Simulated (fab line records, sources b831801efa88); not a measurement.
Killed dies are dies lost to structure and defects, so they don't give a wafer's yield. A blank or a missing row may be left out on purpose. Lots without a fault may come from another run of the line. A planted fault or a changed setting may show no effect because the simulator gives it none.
fab line records | flow gf180mcu
record lots=5 wafers=15 last_day=34
route steps=602 shown VT_IMPLANT@125 MVSD@136 NWELL@137 LVPWELL@138 MVPSD@139 DUAL_GATE@141 POLY_GATE@157
lots that met no fault: from a run of the same line without faults
start_h: hours from the record's first day to the start of the lot's first wafer shown | wait_h: hours since the lot's step before | " the same as in the row above | L1.1+2: a row that stands for several wafers | - no value, or no start given | * or withheld: withheld | < > ~ a bound
route shown NAME@n: a module of which the file shows steps, and the number in the route of the first | usual: mean/standard deviation of fault-free wafers | same: alike in all rows | chamber/n: place in a boat | sites: the reading at each site | _std_site: their standard deviation | _edge_site: outer sites' mean less inner sites' | radius_mm: how far each site lies from the wafer's centre | mask NAME#n: copy n | behind: the tool/chamber that last shaped the wafer | hold: why the lot was held/for how many hours/how that ended | device: the transistor (n, p or np) that didn't switch | end of line: the same wafers' tests at the end of the route | a step without rows: its recipe alone | killed: dies lost to structure and defects at the first sort, not the wafer's yield | map: a wafer's dies, x killed, . not, _ none there
set.NAME: the setting as run; set.NAME@STEP: as run at that earlier step | model.NAME: the simulator's own value behind a step, which no gauge read
lots at some steps of the route; a table a step, a row a wafer
services: from which hour (start_h, from the record's first day; less than 0 if before it) a tool's chamber was out of use, for how many hours, and why
## steps
# step GF_VT_IMPLANT_COAT_35
# recipe resist=NOVOLAK spin_rpm=3000 resist_thk_nm=1000
# columns lot.wafer tool chamber start_h wait_h
L074.1+5+6 litho_track-02 0 146.42 0.1
L077.1+2+5 litho_track-01 0 165.31 0.1
L082.1+4+5 litho_track-02 0 197.42 0.1
L084.1+3+6 litho_track-01 0 211.16 0.1
L096.3+5+6 litho_track-02 0 303.67 0.1
# step GF_VT_IMPLANT_SOFTBAKE_36
# recipe temp_c=90 time_s=60 resist=NOVOLAK
# columns lot.wafer tool chamber start_h wait_h
L074.1+5+6 litho_track-02 0 146.57 0.1
L077.1+2+5 litho_track-01 0 165.46 0.1
L082.1+4+5 litho_track-02 0 197.57 0.1
L084.1+3+6 litho_track-01 0 211.31 0.1
L096.3+5+6 litho_track-02 0 303.82 0.1
# step GF_VT_IMPLANT_EXPOSE_37
# recipe mask_id=Nwell_HV_AREA target_cd_nm=860 na=0.6 source_shape=conventional sigma_outer=0.6 dose_mj=140
# same na=0.6
# columns lot.wafer tool chamber start_h wait_h mask
L074.1+5+6 iline_stepper-01 0 - - Nwell_HV_AREA#0
L077.1+2+5 iline_stepper-01 0 - - Nwell_HV_AREA#0
L082.1+4+5 iline_stepper-02 0 - - Nwell_HV_AREA#0
L084.1+3+6 iline_stepper-02 0 - - Nwell_HV_AREA#0
L096.3+5+6 iline_stepper-01 0 - - Nwell_HV_AREA#0
# step GF_VT_IMPLANT_PEB_38
# recipe temp_c=withheld time_s=* resist=NOVOLAK
# columns lot.wafer tool chamber start_h wait_h
L074.1+5+6 litho_track-01 0 - -
L077.1+2+5 litho_track-03 0 - -
L082.1+4+5 litho_track-02 0 - -
L084.1+3+6 litho_track-02 0 - -
L096.3+5+6 litho_track-01 0 - -
# step GF_VT_IMPLANT_DEVELOP_39
# recipe develop_time_s=60 dev_temp_c=23
# columns lot.wafer tool chamber start_h wait_h
L074.1+5+6 litho_track-01 0 153.41 0.1
L077.1+2+5 litho_track-03 0 172.32 0.1
L082.1+4+5 litho_track-02 0 206.07 0.1
L084.1+3+6 litho_track-02 0 219.42 0.1
L096.3+5+6 litho_track-01 0 314.01 0.1
# step GF_VT_IMPLANT_OVL_MEAS_40
# usual VT_IMPLANT_03_OVL=-0.7/1.3
# columns lot.wafer tool chamber start_h wait_h VT_IMPLANT_03_OVL[nm]
L074.1 overlay-02 - 153.56 0.1 -1.4
L074.5 " - " " -1.2
L074.6 " - " " 0.8
L077.1 overlay-02 - 172.47 0.1 -1.1
L077.2 " - " " -2.2
L077.5 " - " " -3.2
L082.1 overlay-01 - 206.22 0.1 1.7
L082.4 " - " " 3.3
L082.5 " - " " 1.0
L084.1 overlay-02 - 219.57 0.1 -1.2
L084.3 " - " " -2.3
L084.6 " - " " -2.1
L096.3 overlay-02 - 314.12 0.1 -1.7
L096.5 " - " " -1.0
L096.6 " - " " -1.0
# step GF_VT_IMPLANT_IMPLANT_41
# recipe species=As energy_kev=69.44 dose_cm2=1.013e+12 tilt_deg=7
# columns lot.wafer tool chamber start_h wait_h
L074.1+5+6 implanter-04 0 153.59 0.0
L077.1+2+5 implanter-02 0 172.51 0.0
L082.1+4+5 implanter-03 0 206.26 0.0
L084.1+3+6 implanter-03 0 219.61 0.0
L096.3+5+6 implanter-04 0 314.19 0.1
# step GF_VT_IMPLANT_STRIP_42
# recipe chemistry=O2/N2 power_w=1400 pressure_mtorr=1500 platen_temp_c=250 o2_flow_sccm=3000 n2_flow_sccm=300 overash_fraction=0.5
# usual drypump_motor_current_A=5.6/0.38 heater_power_w=336/29 oes_product_au=0.716/0.0044 strip_time_to_endpoint_s=12.61/0.033
# columns lot.wafer tool chamber start_h wait_h drypump_motor_current_A heater_power_w oes_product_au rf_hours_counter_h strip_time_to_endpoint_s
L074.1 plasma_asher-01 0 153.74 0.1 5.6 310 0.717 38 12.62
L074.5 " 1 " " 4.9 341 0.714 - 12.65
L074.6 " 0 " " 5.6 311 0.718 - 12.64
L077.1 plasma_asher-01 0 172.66 0.1 5.6 308 0.723 40 12.57
L077.2 " 1 " " 4.9 337 0.715 40 12.56
L077.5 " 0 " " 5.6 310 0.711 - 12.59
L082.1 plasma_asher-01 0 206.41 0.1 5.7 305 0.715 44 12.66
L082.4 " 1 " " 4.9 339 0.706 - 12.65
L082.5 " 0 " " 5.6 305 0.709 - 12.66
L084.1 plasma_asher-04 0 219.76 0.1 5.6 340 0.720 57 12.64
L084.3 " 1 " " 6.2 282 0.710 - 12.63
L084.6 " 1 " " 6.2 286 0.718 - 12.67
L096.3 plasma_asher-04 1 314.32 0.1 6.2 294 0.716 - 12.67
L096.5 " 0 " " 5.6 352 0.717 - 12.64
L096.6 " 1 " " 6.2 282 0.719 - 12.62
# step GF_VT_IMPLANT_TW_MEAS_43
# usual VT_IMPLANT_4_TW=692/4.9
# columns lot.wafer tool chamber start_h wait_h VT_IMPLANT_4_TW
L074.1 film_metro-01 - 153.84 0.1 690
L074.5 " - " " 688
L074.6 " - " " 690
L077.1 film_metro-01 - 172.76 0.1 691
L077.2 " - " " 689
L077.5 " - " " 688
L082.1 film_metro-03 - 206.51 0.1 696
L082.4 " - " " 698
L082.5 " - " " 693
L084.1 film_metro-03 - 219.86 0.1 704
L084.3 " - " " 701
L084.6 " - " " 699
L096.3 film_metro-04 - 314.41 0.1 686
L096.5 " - " " 681
L096.6 " - " " 686
# step GF_VT_IMPLANT_CLEAN_44
# recipe chemistry=SC1/SC2 mix=1:4:20 temp_c=70 time_s=150 dry=n2_spin
# columns lot.wafer tool chamber start_h wait_h
L074.1+5+6 wet_bench-01 2 153.92 0.1
L077.1+2+5 wet_bench-02 0 172.82 0.1
L082.1+4+5 wet_bench-03 0 206.57 0.1
L084.1+3+6 wet_bench-02 2 219.92 0.1
L096.3+5+6 wet_bench-02 2 314.45 0.0
# step GF_VT_IMPLANT_RTA_45
# recipe temp_c=1050 time_s=30 ambient=N2
# usual wafer_temp_C_max=1057.2/1.7
# same lamp_power_pct=39
# columns lot.wafer tool chamber start_h wait_h wafer_temp_C_max
L074.1 rtp_anneal-01 0 153.98 0.0 1057.3
L074.5 " 0 " " 1056.8
L074.6 " 0 " " 1055.9
L077.1 rtp_anneal-01 0 172.87 0.0 1054.4
L077.2 " 0 " " 1057.6
L077.5 " 0 " " 1055.8
L082.1 rtp_anneal-01 0 206.62 0.0 1056.1
L082.4 " 0 " " 1059.3
L082.5 " 0 " " 1054.6
L084.1 rtp_anneal-01 0 220.14 0.0 1054.6
L084.3 " 0 " " 1054.9
L084.6 " 0 " " 1054.3
L096.3 rtp_anneal-01 0 314.57 0.1 1055.1
L096.5 " 0 " " 1056.7
L096.6 " 0 " " 1054.7
# step GF_VT_IMPLANT_RS_MEAS_46
# recipe thk_meas_gauge=four-point-probe
# usual MVSD_RS=457.2/1.2
# columns lot.wafer tool chamber start_h wait_h MVSD_RS[ohm/sq]
L074.1 film_metro-03 - 154.08 0.1 457.1
L074.5 " - " " 457.1
L074.6 " - " " 457.2
L077.1 film_metro-03 - 172.97 0.1 456.2
L077.2 " - " " 455.9
L077.5 " - " " 456.0
L082.1 film_metro-04 - 206.72 0.1 458.0
L082.4 " - " " 458.5
L082.5 " - " " 458.1
L084.1 film_metro-03 - 220.25 0.1 458.7
L084.3 " - " " 458.5
L084.6 " - " " 459.1
L096.3 film_metro-03 - 314.74 0.1 457.4
L096.5 " - " " 457.7
L096.6 " - " " 455.0
# step GF_VT_IMPLANT_RS_MEAS_47
# recipe thk_meas_gauge=four-point-probe
# usual NWELL_RS=488.0/1.3
# columns lot.wafer tool chamber start_h wait_h NWELL_RS[ohm/sq]
L074.1 film_metro-03 - 154.20 0.1 485.7
L074.5 " - " " 487.9
L074.6 " - " " 484.7
L077.1 film_metro-03 - 173.09 0.1 489.6
L077.2 " - " " 487.8
L077.5 " - " " 487.5
L082.1 film_metro-04 - 206.84 0.1 487.6
L082.4 " - " " 488.7
L082.5 " - " " 488.7
L084.1 film_metro-03 - 220.37 0.1 488.1
L084.3 " - " " 489.6
L084.6 " - " " 487.6
L096.3 film_metro-03 - 314.86 0.1 485.9
L096.5 " - " " 486.5
L096.6 " - " " 486.1
# step GF_VT_IMPLANT_RS_MEAS_48
# recipe thk_meas_gauge=four-point-probe
# usual LVPWELL_RS=1197/3.3
# columns lot.wafer tool chamber start_h wait_h LVPWELL_RS[ohm/sq]
L074.1 film_metro-03 - 154.32 0.1 1197
L074.5 " - " " 1198
L074.6 " - " " 1197
L077.1 film_metro-03 - 173.21 0.1 1197
L077.2 " - " " 1196
L077.5 " - " " 1197
L082.1 film_metro-04 - 206.96 0.1 1195
L082.4 " - " " 1199
L082.5 " - " " 1195
L084.1 film_metro-03 - 220.49 0.1 1193
L084.3 " - " " 1193
L084.6 " - " " 1194
L096.3 film_metro-03 - 314.98 0.1 1195
L096.5 " - " " 1193
L096.6 " - " " 1192
# step GF_VT_IMPLANT_RS_MEAS_49
# recipe thk_meas_gauge=four-point-probe
# usual MVPSD_RS=1169/3.5
# columns lot.wafer tool chamber start_h wait_h MVPSD_RS[ohm/sq]
L074.1 film_metro-03 - 154.44 0.1 1171
L074.5 " - " " 1168
L074.6 " - " " 1173
L077.1 film_metro-03 - 173.33 0.1 1165
L077.2 " - " " 1170
L077.5 " - " " 1169
L082.1 film_metro-04 - 207.08 0.1 1168
L082.4 " - " " 1169
L082.5 " - " " 1167
L084.1 film_metro-03 - 220.61 0.1 1166
L084.3 " - " " 1166
L084.6 " - " " 1166
L096.3 film_metro-03 - 315.10 0.1 1169
L096.5 " - " " 1169
L096.6 " - " " 1166
# step GF_VT_IMPLANT_WET_ETCH_50
# recipe chemistry=dHF target_depth_nm=20 target=SiO2 temp_c=25 dilution=100:1 time_s=400
# columns lot.wafer tool chamber start_h wait_h
L074.1+5+6 wet_bench-03 2 154.56 0.1
L077.1+2+5 wet_bench-03 3 173.45 0.1
L082.1+4+5 wet_bench-01 0 207.20 0.1
L084.1+3+6 wet_bench-02 2 220.73 0.1
L096.3+5+6 wet_bench-03 0 315.18 0.1
# step GF_DUAL_GATE_CLEAN_00
# recipe chemistry=SC1/SC2 mix=1:4:20 temp_c=70 time_s=150
# columns lot.wafer tool chamber start_h wait_h
L074.1+5+6 wet_bench-01 1 154.69 0.0
L077.1+2+5 wet_bench-02 0 173.57 0.0
L082.1+4+5 wet_bench-01 2 207.32 0.0
L084.1+3+6 wet_bench-01 0 221.25 0.0
L096.3+5+6 wet_bench-01 3 315.31 0.0
# step GF_DUAL_GATE_CLEAN_01
# recipe chemistry=dHF time_s=20 dilution=100:1 dry=ipa_marangoni
# columns lot.wafer tool chamber start_h wait_h
L074.1+5+6 wet_bench-03 3 154.75 0.0
L077.1+2+5 wet_bench-01 0 173.63 0.0
L082.1+4+5 wet_bench-01 0 207.37 0.0
L084.1+3+6 wet_bench-03 3 221.30 0.0
L096.3+5+6 wet_bench-03 3 315.37 0.0
# step GF_DUAL_GATE_OXIDATION_02
# recipe temp_c=900 ambient=O2 stabilise_s=600 purge_s=300 target_thk_a=108.87 ox_time_s=1602
# usual ox_temp_c=900.1/0.5 tube_center_temp_C=900.01/0.089 zone_power_lower_pct=18.6/1.1
# columns lot.wafer tool chamber start_h wait_h ox_temp_c tube_center_temp_C zone_power_lower_pct
L074.1 furnace-01 0 160.94 6.2 900.2 900.01 17.7
L074.5 " 0 " " 900.5 899.93 17.9
L074.6 " 0 " " 900.8 900.05 17.3
L077.1 furnace-02 0 175.20 1.6 900.4 899.94 19.9
L077.2 " 0 " " 900.4 900.08 19.6
L077.5 " 0 " " 899.8 899.92 19.9
L082.1 furnace-01 0 207.64 0.3 900.2 900.06 17.6
L082.4 " 0 " " 899.9 900.01 17.6
L082.5 " 0 " " 899.5 899.98 17.6
L084.1 furnace-02 0 221.31 0.0 900.9 899.9 20.1
L084.3 " 0 " " 899.7 899.97 19.9
L084.6 " 0 " " 899.9 899.93 19.5
L096.3 furnace-01 0 318.67 3.3 900.4 900.06 17.8
L096.5 " 0 " " 901.1 899.92 17.5
L096.6 " 0 " " 900.1 900.03 17.7
# step GF_DUAL_GATE_THK_MEAS_03
# recipe reads=SiO2_of_DUAL_GATE_OXIDATION_02
# usual DUAL_GATE_OXIDATION_00_THK=10.71/0.23
# columns lot.wafer tool chamber start_h wait_h DUAL_GATE_OXIDATION_00_THK[nm]
L074.1 film_metro-01 - 162.39 0.0 10.92
L074.5 " - " " 10.88
L074.6 " - " " 10.95
L077.1 film_metro-01 - 176.65 0.0 11.03
L077.2 " - " " 11.07
L077.5 " - " " 10.92
L082.1 film_metro-01 - 209.09 0.0 10.45
L082.4 " - " " 10.46
L082.5 " - " " 10.30
L084.1 film_metro-03 - 222.76 0.0 10.83
L084.3 " - " " 10.86
L084.6 " - " " 10.87
L096.3 film_metro-03 - 320.14 0.0 10.71
L096.5 " - " " 10.57
L096.6 " - " " 10.63
# step GF_DUAL_GATE_DEHYDRATE_04
# recipe temp_c=200 time_s=60
# columns lot.wafer tool chamber start_h wait_h
L074.1+5+6 litho_track-02 0 169.22 6.8
L077.1+2+5 litho_track-02 0 184.07 7.4
L082.1+4+5 litho_track-04 0 217.45 8.4
L084.1+3+6 litho_track-03 0 231.52 8.8
L096.3+5+6 litho_track-02 0 330.37 10.2
# step GF_DUAL_GATE_HMDS_05
# recipe prime_time_s=60 prime_temp_c=120
# columns lot.wafer tool chamber start_h wait_h
L074.1+5+6 litho_track-02 0 169.37 0.1
L077.1+2+5 litho_track-02 0 184.22 0.1
L082.1+4+5 litho_track-04 0 217.60 0.1
L084.1+3+6 litho_track-03 0 231.67 0.1
L096.3+5+6 litho_track-02 0 330.52 0.1
# step GF_DUAL_GATE_COAT_06
# recipe resist=NOVOLAK spin_rpm=3000 resist_thk_nm=1000
# columns lot.wafer tool chamber start_h wait_h
L074.1+5+6 litho_track-02 0 169.52 0.1
L077.1+2+5 litho_track-02 0 184.37 0.1
L082.1+4+5 litho_track-04 0 217.75 0.1
L084.1+3+6 litho_track-03 0 231.82 0.1
L096.3+5+6 litho_track-02 0 330.67 0.1
# step GF_DUAL_GATE_SOFTBAKE_07
# recipe temp_c=90 time_s=60 resist=NOVOLAK
# columns lot.wafer tool chamber start_h wait_h
L074.1+5+6 litho_track-02 0 169.67 0.1
L077.1+2+5 litho_track-02 0 184.52 0.1
L082.1+4+5 litho_track-04 0 217.90 0.1
L084.1+3+6 litho_track-03 0 231.97 0.1
L096.3+5+6 litho_track-02 0 330.82 0.1
# step GF_DUAL_GATE_EXPOSE_08
# recipe mask_id=Dualgate target_cd_nm=700 na=0.6 source_shape=conventional sigma_outer=0.6 dose_mj=140
# same na=0.6
# columns lot.wafer tool chamber start_h wait_h mask
L074.1+5+6 iline_stepper-02 0 - - Dualgate#0
L077.1+2+5 iline_stepper-02 0 - - Dualgate#0
L082.1+4+5 iline_stepper-01 0 - - Dualgate#0
L084.1+3+6 iline_stepper-01 0 - - Dualgate#0
L096.3+5+6 iline_stepper-01 0 - - Dualgate#0
# step GF_DUAL_GATE_PEB_09
# recipe temp_c=withheld time_s=* resist=NOVOLAK
# columns lot.wafer tool chamber start_h wait_h
L074.1+5+6 litho_track-02 0 - -
L077.1+2+5 litho_track-02 0 - -
L082.1+4+5 litho_track-02 0 - -
L084.1+3+6 litho_track-02 0 - -
L096.3+5+6 litho_track-02 0 - -
# step GF_DUAL_GATE_DEVELOP_10
# recipe develop_time_s=60 dev_temp_c=23
# columns lot.wafer tool chamber start_h wait_h
L074.1+5+6 litho_track-02 0 177.27 0.1
L077.1+2+5 litho_track-02 0 193.07 0.1
L082.1+4+5 litho_track-02 0 226.72 0.1
L084.1+3+6 litho_track-02 0 240.87 0.1
L096.3+5+6 litho_track-02 0 341.47 0.1
# step GF_DUAL_GATE_OVL_MEAS_11
# usual DUAL_GATE_OVL=0.6/1.4
# columns lot.wafer tool chamber start_h wait_h DUAL_GATE_OVL[nm]
L074.1 overlay-01 - 177.42 0.1 1.0
L074.5 " - " " 1.0
L074.6 " - " " -0.1
L077.1 overlay-02 - 193.22 0.1 1.3
L077.2 " - " " 1.3
L077.5 " - " " 2.6
L082.1 overlay-02 - 226.87 0.1 0.8
L082.4 " - " " 1.5
L082.5 " - " " 3.4
L084.1 overlay-02 - 241.02 0.1 -0.3
L084.3 " - " " -1.2
L084.6 " - " " -0.3
L096.3 overlay-02 - 341.58 0.1 1.8
L096.5 " - " " 1.5
L096.6 " - " " 2.4
# step GF_DUAL_GATE_WET_ETCH_12
# recipe chemistry=dHF target_depth_nm=13 dry=n2_spin target=SiO2 temp_c=25 dilution=100:1 time_s=260
# columns lot.wafer tool chamber start_h wait_h
L074.1+5+6 wet_bench-01 0 177.46 0.0
L077.1+2+5 wet_bench-01 0 193.26 0.0
L082.1+4+5 wet_bench-03 1 226.91 0.0
L084.1+3+6 wet_bench-03 3 241.06 0.0
L096.3+5+6 wet_bench-01 1 341.61 0.0
# step GF_DUAL_GATE_STRIP_13
# recipe chemistry=O2/N2 power_w=1400 pressure_mtorr=1500 platen_temp_c=250 o2_flow_sccm=3000 n2_flow_sccm=300 overash_fraction=0.5
# usual drypump_motor_current_A=5.7/0.37 heater_power_w=344/26 oes_product_au=0.716/0.004 strip_time_to_endpoint_s=12.62/0.033
# columns lot.wafer tool chamber start_h wait_h drypump_motor_current_A heater_power_w oes_product_au rf_hours_counter_h strip_time_to_endpoint_s
L074.1 plasma_asher-03 0 177.54 0.0 5.1 321 0.715 6 12.61
L074.5 " 0 " " 5.0 328 0.721 - 12.59
L074.6 " 1 " " 6.1 335 0.712 - 12.60
L077.1 plasma_asher-04 0 193.35 0.0 5.6 348 0.712 54 12.66
L077.2 " 1 " " 6.2 290 0.717 54 12.63
L077.5 " 1 " " 6.2 289 0.719 - 12.61
L082.1 plasma_asher-02 0 226.99 0.0 5.8 361 0.713 56 12.62
L082.4 " 1 " " 5.5 373 0.717 - 12.58
L082.5 " 1 " " 5.5 364 0.720 - 12.60
L084.1 plasma_asher-04 0 241.14 0.0 5.6 344 0.716 59 12.62
L084.3 " 1 " " 6.2 290 0.713 - 12.61
L084.6 " 0 " " 5.6 347 0.716 - 12.64
L096.3 plasma_asher-02 0 341.72 0.0 5.8 367 0.721 - 12.64
L096.5 " 1 " " 5.5 371 0.713 - 12.65
L096.6 " 0 " " 5.8 369 0.726 - 12.64
# step GF_DUAL_GATE_CLEAN_14
# recipe chemistry=SC1/SC2 mix=1:4:20 temp_c=70 time_s=150 dry=n2_spin
# columns lot.wafer tool chamber start_h wait_h
L074.1+5+6 wet_bench-03 0 177.64 0.1
L077.1+2+5 wet_bench-03 3 193.45 0.1
L082.1+4+5 wet_bench-03 0 227.16 0.1
L084.1+3+6 wet_bench-02 2 241.24 0.1
L096.3+5+6 wet_bench-02 0 341.79 0.0
# step GF_DUAL_GATE_OXIDATION_15
# recipe temp_c=850 ambient=O2 stabilise_s=600 purge_s=300 target_thk_a=70.98 ox_time_s=1995
# usual ox_temp_c=850.1/0.42 tube_center_temp_C=849.99/0.076 zone_power_lower_pct=16.6/1
# columns lot.wafer tool chamber start_h wait_h ox_temp_c tube_center_temp_C zone_power_lower_pct
L074.1 furnace-02 0 177.78 0.1 850.3 849.88 18.1
L074.5 " 0 " " 849.7 849.92 17.8
L074.6 " 0 " " 849.6 850.18 17.7
L077.1 furnace-01 0 193.96 0.5 850.4 849.84 16.1
L077.2 " 0 " " 850.1 850.06 15.6
L077.5 " 0 " " 850.2 850.08 15.7
L082.1 furnace-01 0 227.21 0.0 850.1 850.03 15.7
L082.4 " 0 " " 850.1 850.02 15.7
L082.5 " 0 " " 850.1 850.02 15.7
L084.1 furnace-02 0 244.56 3.3 850.5 850.08 17.6
L084.3 " 0 " " 850.3 849.91 17.7
L084.6 " 0 " " 850.6 849.91 17.8
L096.3 furnace-01 0 341.84 0.0 850.3 849.99 15.5
L096.5 " 0 " " 850.4 849.85 16.1
L096.6 " 0 " " 850.1 849.95 15.8
# step GF_POLY_GATE_CVD_00
# recipe material=poly-Si target_thk_nm=200 temp_c=620 time_s=1200 pressure_mtorr=200
# usual susceptor_temp_C=620.05/0.27 zone_power_lower_pct=8.1/0.57
# columns lot.wafer tool chamber start_h wait_h susceptor_temp_C zone_power_lower_pct
L074.1 lpcvd-02 0 179.33 0.0 620.27 8.4
L074.5 " 0 " " 620.31 8.5
L074.6 " 0 " " 620.19 8.3
L077.1 lpcvd-01 0 195.52 0.0 620.01 7.5
L077.2 " 0 " " 620.13 7.6
L077.5 " 0 " " 619.92 7.7
L082.1 lpcvd-02 1 228.76 0.0 620.10 9.0
L082.4 " 1 " " 620.05 9.2
L082.5 " 1 " " 620.29 9.1
L084.1 lpcvd-02 0 246.11 0.0 620.42 8.5
L084.3 " 0 " " 620.37 8.3
L084.6 " 0 " " 620.17 8.4
L096.3 lpcvd-01 0 343.40 0.0 620.02 7.7
L096.5 " 0 " " 620.02 7.8
L096.6 " 0 " " 620.28 7.7
# step GF_POLY_GATE_THK_MEAS_01
# recipe reads=poly-Si_of_POLY_GATE_CVD_00
# usual POLY_GATE_CVD_00_THK=200.3/1.9
# columns lot.wafer tool chamber start_h wait_h POLY_GATE_CVD_00_THK[nm]
L074.1 film_metro-01 - 180.66 0.0 203.8
L074.5 " - " " 204.0
L074.6 " - " " 204.2
L077.1 film_metro-04 - 196.85 0.0 199.9
L077.2 " - " " 199.5
L077.5 " - " " 199.9
L082.1 film_metro-04 - 230.09 0.0 201.0
L082.4 " - " " 201.5
L082.5 " - " " 200.3
L084.1 film_metro-02 - 247.45 0.0 201.0
L084.3 " - " " 199.2
L084.6 " - " " 200.4
L096.3 film_metro-02 - 344.75 0.0 196.9
L096.5 " - " " 197.8
L096.6 " - " " 195.8
# step GF_POLY_GATE_DEHYDRATE_02
# recipe temp_c=200 time_s=60
# columns lot.wafer tool chamber start_h wait_h
L074.1+5+6 litho_track-01 0 188.31 7.6
L077.1+2+5 litho_track-04 0 205.45 8.6
L082.1+4+5 litho_track-02 0 238.67 8.6
L084.1+3+6 litho_track-01 0 256.26 8.8
L096.3+5+6 litho_track-02 0 354.37 9.6
# step GF_POLY_GATE_HMDS_03
# recipe prime_time_s=60 prime_temp_c=120
# columns lot.wafer tool chamber start_h wait_h
L074.1+5+6 litho_track-01 0 188.46 0.1
L077.1+2+5 litho_track-04 0 205.60 0.1
L082.1+4+5 litho_track-02 0 238.82 0.1
L084.1+3+6 litho_track-01 0 256.41 0.1
L096.3+5+6 litho_track-02 0 354.52 0.1
# step GF_POLY_GATE_COAT_04
# recipe resist=BARC temp_c=withheld time_s=withheld spin_rpm=withheld resist_thk_nm=withheld
# columns lot.wafer tool chamber start_h wait_h
L074.1+5+6 litho_track-01 0 188.61 0.1
L077.1+2+5 litho_track-04 0 205.75 0.1
L082.1+4+5 litho_track-02 0 238.97 0.1
L084.1+3+6 litho_track-01 0 256.56 0.1
L096.3+5+6 litho_track-02 0 354.67 0.1
# step GF_POLY_GATE_COAT_05
# recipe resist=KrF spin_rpm=withheld resist_thk_nm=691.2
# columns lot.wafer tool chamber start_h wait_h
L074.1+5+6 litho_track-01 0 - -
L077.1+2+5 litho_track-04 0 - -
L082.1+4+5 litho_track-02 0 - -
L084.1+3+6 litho_track-01 0 - -
L096.3+5+6 litho_track-02 0 - -
# step GF_POLY_GATE_SOFTBAKE_06
# recipe temp_c=130 time_s=60 resist=KrF
# columns lot.wafer tool chamber start_h wait_h
L074.1+5+6 litho_track-01 0 - -
L077.1+2+5 litho_track-04 0 - -
L082.1+4+5 litho_track-02 0 - -
L084.1+3+6 litho_track-01 0 - -
L096.3+5+6 litho_track-02 0 - -
# step GF_POLY_GATE_EXPOSE_07
# recipe mask_id=Poly2 target_cd_nm=280 na=0.68 source_shape=conventional sigma_outer=0.6 dose_mj=28
# same na=0.68
# columns lot.wafer tool chamber start_h wait_h mask
L074.1+5+6 krf_scanner-02 0 - - Poly2#0
L077.1+2+5 krf_scanner-02 0 - - Poly2#0
L082.1+4+5 krf_scanner-02 0 - - Poly2#0
L084.1+3+6 krf_scanner-02 0 - - Poly2#0
L096.3+5+6 krf_scanner-01 0 - - Poly2#0
# step GF_POLY_GATE_PEB_08
# recipe peb_temp_c=135 peb_time_s=90 resist=KrF
# columns lot.wafer tool chamber start_h wait_h
L074.1+5+6 litho_track-04 0 - -
L077.1+2+5 litho_track-04 0 - -
L082.1+4+5 litho_track-04 0 - -
L084.1+3+6 litho_track-02 0 - -
L096.3+5+6 litho_track-01 0 - -
# step GF_POLY_GATE_DEVELOP_09
# recipe develop_time_s=60 resist=KrF dev_temp_c=21
# columns lot.wafer tool chamber start_h wait_h
L074.1+5+6 litho_track-04 0 196.60 0.2
L077.1+2+5 litho_track-04 0 214.20 0.2
L082.1+4+5 litho_track-04 0 247.70 0.2
L084.1+3+6 litho_track-02 0 266.22 0.2
L096.3+5+6 litho_track-01 0 366.20 0.1
# step GF_POLY_GATE_CD_MEAS_10
# recipe target_cd_nm=280
# usual cd_nm=280.0/1.1
# columns lot.wafer tool chamber start_h wait_h cd_nm
L074.1 cd_sem-02 - 196.75 0.1 281.0
L074.5 " - " " 280.7
L074.6 " - " " 280.4
L077.1 cd_sem-01 - 214.35 0.1 280.7
L077.2 " - " " 280.3
L077.5 " - " " 280.9
L082.1 cd_sem-01 - 247.85 0.1 280.6
L082.4 " - " " 281.3
L082.5 " - " " 280.0
L084.1 cd_sem-02 - 266.37 0.1 279.8
L084.3 " - " " 279.2
L084.6 " - " " 278.8
L096.3 cd_sem-02 - 366.34 0.1 281.4
L096.5 " - " " 280.8
L096.6 " - " " 280.8
# step GF_POLY_GATE_OVL_MEAS_11
# usual POLY_GATE_OVL=0/4.7
# columns lot.wafer tool chamber start_h wait_h POLY_GATE_OVL[nm]
L074.1 overlay-02 - 196.87 0.1 1
L074.5 " - " " 2
L074.6 " - " " 3
L077.1 overlay-02 - 214.47 0.1 0
L077.2 " - " " -2
L077.5 " - " " -2
L082.1 overlay-02 - 247.97 0.1 0
L082.4 " - " " -6
L082.5 " - " " -5
L084.1 overlay-01 - 266.49 0.1 -2
L084.3 " - " " -2
L084.6 " - " " -11
L096.3 overlay-01 - 366.44 0.1 0
L096.5 " - " " 9
L096.6 " - " " 7
# step GF_POLY_GATE_ETCH_12
# recipe chemistry=N2/H2 target_depth_a=withheld overetch_a=withheld time_s=withheld target=BARC ion_energy_ev=200 source_w=500 bias_w=100 pressure_mtorr=30 n2_flow_sccm=100 h2_flow_sccm=200
# usual drypump_motor_current_A=5.7/0.55 oes_product_au=0.735/0.0045 throttle_valve_pct=13.214/0.011
# columns lot.wafer tool chamber start_h wait_h drypump_motor_current_A oes_product_au throttle_valve_pct
L074.1 rie_diel-01 3 196.91 0.0 6.5 0.736 13.220
L074.5 " 3 " " 6.5 0.734 13.239
L074.6 " 2 " " 6.3 0.732 13.206
L077.1 rie_diel-04 3 214.51 0.0 5.4 0.734 13.207
L077.2 " 1 " " 5.7 0.733 13.206
L077.5 " 3 " " 5.4 0.732 13.197
L082.1 rie_diel-04 1 248.01 0.0 5.7 0.732 13.201
L082.4 " 3 " " 5.5 0.729 13.215
L082.5 " 1 " " 5.7 0.733 13.215
L084.1 rie_diel-02 2 266.53 0.0 6.5 0.743 13.212
L084.3 " 0 " " 5.5 0.733 13.194
L084.6 " 1 " " 5.8 0.732 13.212
L096.3 rie_diel-01 1 366.46 0.0 4.7 0.732 13.228
L096.5 " 0 " " 5.3 0.736 13.219
L096.6 " 1 " " 4.7 0.735 13.224
## services
# columns tool chamber start_h hours kind
furnace-02 - 125.99 35.7 pm
implanter-03 - 145.82 1.8 repair
rie_diel-01 0 147.52 9.6 repair
furnace-02 - 161.66 4.7 pm
krf_scanner-02 - 164.93 0.2 repair
furnace-01 - 166.59 2.3 pm
lpcvd-01 - 170.41 1.5 repair
krf_scanner-02 - 175.95 1.0 repair
iline_stepper-01 - 193.24 7.7 repair
wet_bench-03 - 199.43 1.9 pm
krf_scanner-02 - 212.52 0.8 pm
iline_stepper-02 - 218.70 4.3 repair
furnace-01 - 221.51 4.0 pm
wet_bench-01 - 227.00 1.8 repair
iline_stepper-02 - 259.22 4.4 pm
iline_stepper-02 - 268.69 1.7 pm
iline_stepper-02 - 270.94 16.0 repair
wet_bench-03 - 271.64 1.6 repair
krf_scanner-02 - 274.53 1.0 pm
wet_bench-01 - 294.19 1.1 repair
krf_scanner-02 - 296.06 1.3 pm
furnace-02 - 300.81 7.8 repair
furnace-02 - 308.62 3.4 pm
iline_stepper-01 - 311.55 1.7 pm
## key
fault none
